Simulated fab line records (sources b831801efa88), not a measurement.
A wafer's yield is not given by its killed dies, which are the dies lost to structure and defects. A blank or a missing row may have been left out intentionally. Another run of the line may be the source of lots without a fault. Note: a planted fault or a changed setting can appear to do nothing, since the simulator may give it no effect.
Which tool was responsible?    flow gf180mcu    route of 602 steps, sampled at 1 step: 6 lots, 18 wafers

== WHAT THE GAUGES SHOWED, per wafer ==
GF_STI_THK_MEAS_22.
lot   measured     on            STI_OXIDATION_01_THK (nm)
L267  day 2 09:03  filmMetro-03  14.92 14.56 14.69
L269  day 2 19:48  filmMetro-04  14.76 15.11 15.13
L271  day 3 09:31  filmMetro-04  15.06 15.30 15.25
L273  day 3 17:32  filmMetro-04  14.80 14.69 14.58
L277  day 4 12:29  filmMetro-04  15.35 15.15 15.41
L284  day 6 01:37  filmMetro-02  15.37 15.28 15.37

== TOOL THAT RAN EACH LOT (tool first, then ch and the chambers of the sampled wafers, then the start) ==
No process step before these readings appears in the record.

== THE ANSWER, worked out from the rows above alone ==
Rule: what is usual is taken from the lots themselves. Put in order of their means at a reading, lots are off if they are a third of the lots or fewer, leave a main group of 4 or more, and stand apart from it by a gap of 3 or more times the standard deviation of the main group's means; of several such gaps the widest counts. A main group is skipped when, at the precision printed for the reading in the tables above, its means are all equal. A lot without any number at a reading at which 4 lots or more have one is off too. The other lots that the step has rows for count as sound.
No lot is off on any of the readings shown, so nothing can be concluded from this.

== WHAT THE SIMULATOR HAD INSERTED ==
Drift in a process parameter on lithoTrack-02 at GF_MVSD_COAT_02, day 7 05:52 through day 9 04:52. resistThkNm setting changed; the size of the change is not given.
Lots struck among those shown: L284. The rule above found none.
